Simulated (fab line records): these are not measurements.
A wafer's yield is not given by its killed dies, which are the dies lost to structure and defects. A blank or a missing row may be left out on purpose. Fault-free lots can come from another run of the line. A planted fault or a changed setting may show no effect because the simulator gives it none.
fab line records    flow sfqLine
record lots=15  wafers=45  lastDay=86
route steps=325 shown I5@236 I7@306 M8@317
lots that met no fault: taken from a fault-free run of the same line
startH: start of the lot's first displayed wafer, in hours after the record's first day    waitH: how many hours have passed since the lot's step before this one    " the same as in the row above    L1.1+2: a single row standing in for several wafers    - no value, or no start was given    * or withheld: withheld    < > ~ a bound
route shown NAME@n: a module of which the file shows steps, and the number in the route of the first    usual: average and standard deviation across the fault-free wafers    same: alike in all rows    chamber/n: place in a boat    sites: per-site readings    _std_site: their standard deviation    _edge_site: the outer-site mean with the inner-site mean subtracted    radiusMm: for every site, how far away it sits from the centre of the wafer    mask NAME#n: copy n    behind: the most recent tool/chamber to have shaped the wafer    hold: what put the lot on hold/how long, in hours/how the hold closed    device: transistor that didn't switch, given as n, p or np    end of line: tests run on the same wafers once the route is complete    where a step has no rows: the recipe by itself    killed: dies lost to structure and defects at the first sort, not the wafer's yield    map: per-die view of a wafer (x killed, . not killed, _ where there is no die)
set.NAME: the setting that was run; set.NAME@STEP: the one run at that earlier step    model.NAME: the simulator's own value behind a step, which no gauge read
one table for each step of the route and one row for each wafer, over a sample of lots
services: the hour from which a tool's chamber was out of use, counted from the record's first day as startH (under 0 if before that day), plus the number of hours and why
## steps
# step SFQ_TRILAYER_I5_BARC_OPEN_VIA_ETCH_200
# recipe maskMaterial=PR  chemistry=O2  targetDepthNm=125  target=BARC  sourceW=500  biasW=80  pressureMtorr=30  timeS=41.7
# usual drypumpMotorCurrentA=5.8/0.45  oesProductAu=0.685/0.0048  rfFwdPowerW=495.5/2.1
lot.wafer  tool        chamber  startH   waitH  drypumpMotorCurrentA  oesProductAu  rfFwdPowerW  rfHoursCounterH
L640.2     rieDiel-04  2        1364.78  0.0    6.0                   0.692         495.2        16
L640.4     "           1        "        "      5.5                   0.694         492.5        14
L640.5     "           0        "        "      6.2                   0.685         497.7        -
L641.3     rieDiel-02  1        1379.18  0.0    6.4                   0.687         497.4        19
L641.4     "           3        "        "      5.6                   0.683         493.9        0
L641.6     "           3        "        "      5.6                   0.689         495.1        -
L642.3     rieDiel-02  2        1383.98  0.0    5.0                   0.686         497.4        13
L642.5     "           1        "        "      6.4                   0.686         497.7        -
L642.6     "           2        "        "      5.0                   0.680         498.7        -
L643.3     rieDiel-02  2        1387.58  0.0    5.0                   0.689         497.0        13
L643.5     "           2        "        "      5.0                   0.696         496.8        -
L643.6     "           1        "        "      6.5                   0.685         494.0        -
L644.2     rieDiel-02  0        1547.80  0.0    5.9                   0.688         491.1        15
L644.3     "           3        "        "      5.6                   0.691         495.2        2
L644.4     "           1        "        "      6.4                   0.686         497.7        21
L646.1     rieDiel-03  2        1569.40  0.0    5.8                   0.683         497.8        11
L646.2     "           0        "        "      6.1                   0.688         495.6        19
L646.6     "           0        "        "      6.1                   0.695         494.5        -
L648.1     rieDiel-02  0        1627.00  0.0    5.9                   0.682         493.7        15
L648.3     "           2        "        "      5.0                   0.683         492.7        15
L648.4     "           3        "        "      5.6                   0.686         494.0        -
L649.1     rieDiel-03  3        1642.60  0.0    6.3                   0.683         496.0        16
L649.2     "           0        "        "      6.1                   0.674         495.5        19
L649.3     "           1        "        "      6.2                   0.678         491.4        19
L651.1     rieDiel-02  2        1686.90  0.0    5.0                   0.677         494.0        15
L651.3     "           1        "        "      6.4                   0.691         496.6        0
L651.6     "           2        "        "      5.0                   0.688         494.0        -
L654.2     rieDiel-04  1        1690.50  0.0    5.4                   0.694         496.0        17
L654.4     "           0        "        "      6.2                   0.688         494.0        13
L654.5     "           0        "        "      6.2                   0.681         495.6        -
L657.1     rieDiel-02  1        1698.84  0.0    6.4                   0.686         496.2        1
L657.3     "           3        "        "      5.6                   0.679         494.5        4
L657.4     "           2        "        "      5.0                   0.682         497.6        16
L658.2     rieDiel-02  0        1823.77  0.0    5.9                   0.678         494.9        17
L658.3     "           3        "        "      5.6                   0.684         497.5        5
L658.4     "           1        "        "      6.4                   0.688         500.6        2
L659.2     rieDiel-04  1        1828.57  0.0    5.5                   0.680         493.0        19
L659.5     "           1        "        "      5.5                   0.691         494.4        -
L659.6     "           2        "        "      6.0                   0.680         497.6        -
L662.3     rieDiel-02  3        1840.57  0.0    5.6                   0.684         498.6        5
L662.5     "           1        "        "      6.4                   0.684         497.0        -
L662.6     "           2        "        "      5.0                   0.676         493.9        -
L663.4     rieDiel-04  2        1841.77  0.0    5.9                   0.681         498.2        22
L663.5     "           0        "        "      6.2                   0.681         495.3        -
L663.6     "           3        "        "      5.9                   0.688         498.7        -
# step SFQ_I7_OVL_MEAS_947
# usual I7_OVL=1/5.4
lot.wafer  tool        chamber  startH   waitH  I7_OVL[nm]
L640.2     overlay-01  -        1756.71  0.1    -2
L640.4     "           -        "        "      1
L640.5     "           -        "        "      -8
L641.3     overlay-01  -        1758.83  0.1    2
L641.4     "           -        "        "      13
L641.6     "           -        "        "      17
L642.3     overlay-01  -        1764.84  0.1    -3
L642.5     "           -        "        "      -7
L642.6     "           -        "        "      -9
L643.3     overlay-01  -        1770.49  0.1    -1
L643.5     "           -        "        "      8
L643.6     "           -        "        "      0
L644.2     overlay-02  -        1833.50  0.1    -1
L644.3     "           -        "        "      -3
L644.4     "           -        "        "      -6
L646.1     overlay-02  -        1842.34  0.1    5
L646.2     "           -        "        "      3
L646.6     "           -        "        "      1
L648.1     overlay-01  -        1896.53  0.1    3
L648.3     "           -        "        "      3
L648.4     "           -        "        "      2
L649.1     overlay-01  -        1908.42  0.1    -3
L649.2     "           -        "        "      4
L649.3     "           -        "        "      -3
L651.1     overlay-02  -        1934.92  0.1    12
L651.3     "           -        "        "      6
L651.6     "           -        "        "      2
L654.2     overlay-02  -        2025.94  0.1    -3
L654.4     "           -        "        "      5
L654.5     "           -        "        "      -2
L657.1     overlay-01  -        2034.46  0.1    -4
L657.3     "           -        "        "      0
L657.4     "           -        "        "      1
L658.2     overlay-01  -        2040.59  0.1    -2
L658.3     "           -        "        "      -3
L658.4     "           -        "        "      -3
L659.2     overlay-02  -        2042.99  0.1    -2
L659.5     "           -        "        "      2
L659.6     "           -        "        "      -2
L662.3     overlay-01  -        2049.16  0.1    0
L662.5     "           -        "        "      0
L662.6     "           -        "        "      4
L663.4     overlay-01  -        2050.37  0.1    -3
L663.5     "           -        "        "      -5
L663.6     "           -        "        "      6
# step SFQ_TRILAYER_M8_LITHO_DEVELOP_195
# recipe imgClearS=15  timeS=55  resist=KrF
# usual chillPlateTempC=22.99/0.1  exhaustPa=45.1/0.78
lot.wafer  tool           chamber  startH   waitH  chillPlateTempC  exhaustPa
L640.2     lithoTrack-02  0        1875.01  0.1    23.06            46.3
L640.4     "              0        "        "      22.94            45.1
L640.5     "              0        "        "      23.00            44.6
L641.3     lithoTrack-02  0        1878.63  0.1    23.04            44.2
L641.4     "              0        "        "      22.93            45.6
L641.6     "              0        "        "      22.87            44.7
L642.3     lithoTrack-02  0        1884.63  0.1    22.90            43.9
L642.5     "              0        "        "      23.01            44.1
L642.6     "              0        "        "      23.01            45.2
L643.3     lithoTrack-04  0        1893.03  0.1    23.07            46.3
L643.5     "              0        "        "      22.93            45.5
L643.6     "              0        "        "      22.91            46.0
L644.2     lithoTrack-03  0        1937.41  0.1    23.00            45.7
L644.3     "              0        "        "      22.95            45.5
L644.4     "              0        "        "      22.84            46.9
L646.1     lithoTrack-03  0        1946.77  0.1    23.00            47.2
L646.2     "              0        "        "      22.89            45.5
L646.6     "              0        "        "      22.84            45.0
L648.1     lithoTrack-04  0        1988.68  0.1    23.04            44.6
L648.3     "              0        "        "      23.05            44.0
L648.4     "              0        "        "      22.93            43.6
L649.1     lithoTrack-02  0        2001.66  0.1    22.98            43.5
L649.2     "              0        "        "      22.77            45.3
L649.3     "              0        "        "      23.04            45.1
L651.1     lithoTrack-03  0        2023.39  0.1    22.86            46.0
L651.3     "              0        "        "      23.01            45.4
L651.6     "              0        "        "      22.89            45.5
L654.2     lithoTrack-02  0        2030.74  0.1    23.07            44.4
L654.4     "              0        "        "      23.06            43.8
L654.5     "              0        "        "      22.89            43.7
L657.1     lithoTrack-02  -        2038.08  0.1    -                -
L657.3     "              -        "        "      -                -
L657.4     "              -        "        "      -                -
L658.2     lithoTrack-02  -        2044.22  0.1    -                -
L658.3     "              -        "        "      -                -
L658.4     "              -        "        "      -                -
L659.2     lithoTrack-04  -        2046.62  0.1    -                -
L659.5     "              -        "        "      -                -
L659.6     "              -        "        "      -                -
L662.3     lithoTrack-02  0        2053.41  0.1    23.09            45.2
L662.5     "              0        "        "      22.81            45.4
L662.6     "              0        "        "      22.99            45.4
L663.4     lithoTrack-04  0        2054.64  0.1    23.05            45.1
L663.5     "              0        "        "      22.92            44.8
L663.6     "              0        "        "      22.99            44.4
# step SFQ_M8_BOW_MEAS_951
# recipe mode=bow
# usual M8_BOW=5/11
lot.wafer  tool          chamber  startH   waitH  M8_BOW[um]
L640.2     filmMetro-02  -        1876.28  0.0    25
L640.4     "             -        "        "      29
L640.5     "             -        "        "      19
L641.3     filmMetro-02  -        1879.99  0.0    3
L641.4     "             -        "        "      -14
L641.6     "             -        "        "      -3
L642.3     filmMetro-02  -        1885.90  0.0    1
L642.5     "             -        "        "      8
L642.6     "             -        "        "      7
L643.3     filmMetro-02  -        1894.48  0.0    -6
L643.5     "             -        "        "      4
L643.6     "             -        "        "      -16
L644.2     filmMetro-02  -        1938.68  0.0    9
L644.3     "             -        "        "      22
L644.4     "             -        "        "      8
L646.1     filmMetro-04  -        1948.04  0.0    -13
L646.2     "             -        "        "      -16
L646.6     "             -        "        "      -11
L648.1     filmMetro-02  -        1989.96  0.0    10
L648.3     "             -        "        "      32
L648.4     "             -        "        "      31
L649.1     filmMetro-01  -        2002.94  0.0    7
L649.2     "             -        "        "      9
L649.3     "             -        "        "      3
L651.1     filmMetro-01  -        2024.68  0.0    7
L651.3     "             -        "        "      -3
L651.6     "             -        "        "      15
L654.2     filmMetro-04  -        2032.01  0.0    19
L654.4     "             -        "        "      3
L654.5     "             -        "        "      1
L657.1     filmMetro-02  -        2039.35  0.0    3
L657.3     "             -        "        "      8
L657.4     "             -        "        "      11
L658.2     filmMetro-01  -        2045.50  0.0    14
L658.3     "             -        "        "      8
L658.4     "             -        "        "      11
L659.2     filmMetro-04  -        2047.90  0.0    -1
L659.5     "             -        "        "      13
L659.6     "             -        "        "      -3
L662.3     filmMetro-04  -        2054.68  0.0    37
L662.5     "             -        "        "      23
L662.6     "             -        "        "      11
L663.4     filmMetro-01  -        2055.90  0.1    -3
L663.5     "             -        "        "      0
L663.6     "             -        "        "      3
## services
tool        chamber  startH   hours  kind
rieDiel-02  2        1349.50  15.2   repair
rieDiel-04  1        1369.69  26.4   repair
rieDiel-04  -        1377.93  28.1   pm
rieDiel-02  2        1421.72  1.4    repair
rieDiel-04  2        1453.19  10.9   repair
rieDiel-02  -        1468.94  2.8    pm
rieDiel-02  2        1498.59  1.7    repair
rieDiel-02  0        1603.61  1.9    repair
rieDiel-04  -        1638.02  0.4    repair
rieDiel-02  0        1652.79  9.0    repair
rieDiel-02  0        1679.32  3.7    repair
rieDiel-04  0        1760.80  7.6    repair
rieDiel-04  0        1785.44  4.1    repair
rieDiel-04  -        1797.03  2.8    pm
rieDiel-04  0        1811.80  15.2   repair
rieDiel-04  3        1893.49  14.4   repair
rieDiel-04  2        1907.70  5.7    repair
rieDiel-04  1        1936.73  22.7   repair
rieDiel-04  1        1965.04  4.8    repair
rieDiel-04  1        1972.97  2.8    repair
rieDiel-02  0        1982.60  32.2   repair
rieDiel-04  0        1987.26  22.9   repair
rieDiel-04  3        1999.65  1.9    repair
rieDiel-02  1        2039.74  3.3    repair
## key
firstSign step=SFQ_TRILAYER_M8_LITHO_DEVELOP_195  reading=toolRecord  direction=missing
effect none on later readings
metAt SFQ_TRILAYER_M8_LITHO_DEVELOP_195
struckLots L657,L658,L659
notActingAt SFQ_TRILAYER_I5_BARC_OPEN_VIA_ETCH_200,SFQ_I7_OVL_MEAS_947,SFQ_M8_BOW_MEAS_951
onsetBetween 2030.74 2038.08
fault kind=skippedStepWhole  tool=lithoTrack-02,lithoTrack-04  chamber=-  onsetH=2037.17  steps=SFQ_TRILAYER_M8_LITHO_DEVELOP_195  scope=struckLotsOnly
